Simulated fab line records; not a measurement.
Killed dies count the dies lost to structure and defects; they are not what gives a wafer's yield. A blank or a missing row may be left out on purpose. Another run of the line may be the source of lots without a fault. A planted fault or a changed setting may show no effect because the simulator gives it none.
The tool behind it: which one? :: flow sky130 :: 42 wafers sampled from 14 lots at 1 step of a route of 708

## WHAT THE GAUGES SHOWED, per wafer
SKY_POLY_CUT_OVL_MEAS_09. Usual: POLY_CUT_OVL gives 1 nm (standard deviation 5.8).
lot: L375
measured: day 24 15:43
on: overlay-01
POLY_CUT_OVL (nm): -4 -2 5
flag: 

lot: L376
measured: day 25 04:22
on: overlay-01
POLY_CUT_OVL (nm): 2 3 5
flag: 

lot: L378
measured: day 25 10:47
on: overlay-02
POLY_CUT_OVL (nm): -10 -13 2
flag: 

lot: L377
measured: day 25 11:04
on: overlay-02
POLY_CUT_OVL (nm): 7 2 -3
flag: 

lot: L379
measured: day 26 09:49
on: overlay-01
POLY_CUT_OVL (nm): 5 -6 -2
flag: 

lot: L380
measured: day 26 14:16
on: overlay-02
POLY_CUT_OVL (nm): 11 6 9
flag: 

lot: L381
measured: day 27 01:58
on: overlay-02
POLY_CUT_OVL (nm): 3 9 5
flag: 

lot: L382
measured: day 27 05:56
on: overlay-01
POLY_CUT_OVL (nm): 8 5 0
flag: 

lot: L383
measured: day 27 16:07
on: overlay-02
POLY_CUT_OVL (nm): -10 -6 -2
flag: 

lot: L387
measured: day 28 22:23
on: overlay-01
POLY_CUT_OVL (nm): -3 0 -4
flag: 

lot: L388
measured: day 29 07:44
on: overlay-01
POLY_CUT_OVL (nm): -5 -2 0
flag: 

lot: L389
measured: day 29 18:19
on: overlay-02
POLY_CUT_OVL (nm): 4 5 1
flag: 

lot: L394
measured: day 31 01:32
on: overlay-02
POLY_CUT_OVL (nm): 6 0 2
flag: 

lot: L397
measured: day 32 05:25
on: overlay-01
POLY_CUT_OVL (nm): 0 5 4
flag: 

## WHICH TOOL RAN EACH LOT (tool, then ch and the chambers of the sampled wafers, then the start)
The record holds no process step before these readings.

## WHAT THE TOOLS THEMSELVES READ (means of the sampled wafers that have a number; where no wafer has one, the mark that the record gives instead)
The record holds no such reading with a usual standard deviation.

## THE ANSWER, worked out from the rows above alone
Rule: lot off if the mean of its wafers having a number is beyond 3 standard deviations from the usual mean. A lot without any number at a reading at which 4 lots or more have one is off too. Where the step has rows for the other lots, those lots are counted as sound. First the gauges in route order, then the tools' own readings, where a lot's mean is used as printed above. At the first step where some lot is off, the reading lying furthest off is the one used; lots without a number count as furthest.
Nothing can be told from this: no lot is off at any reading shown.

## WHAT WAS PUT IN BY THE SIMULATOR
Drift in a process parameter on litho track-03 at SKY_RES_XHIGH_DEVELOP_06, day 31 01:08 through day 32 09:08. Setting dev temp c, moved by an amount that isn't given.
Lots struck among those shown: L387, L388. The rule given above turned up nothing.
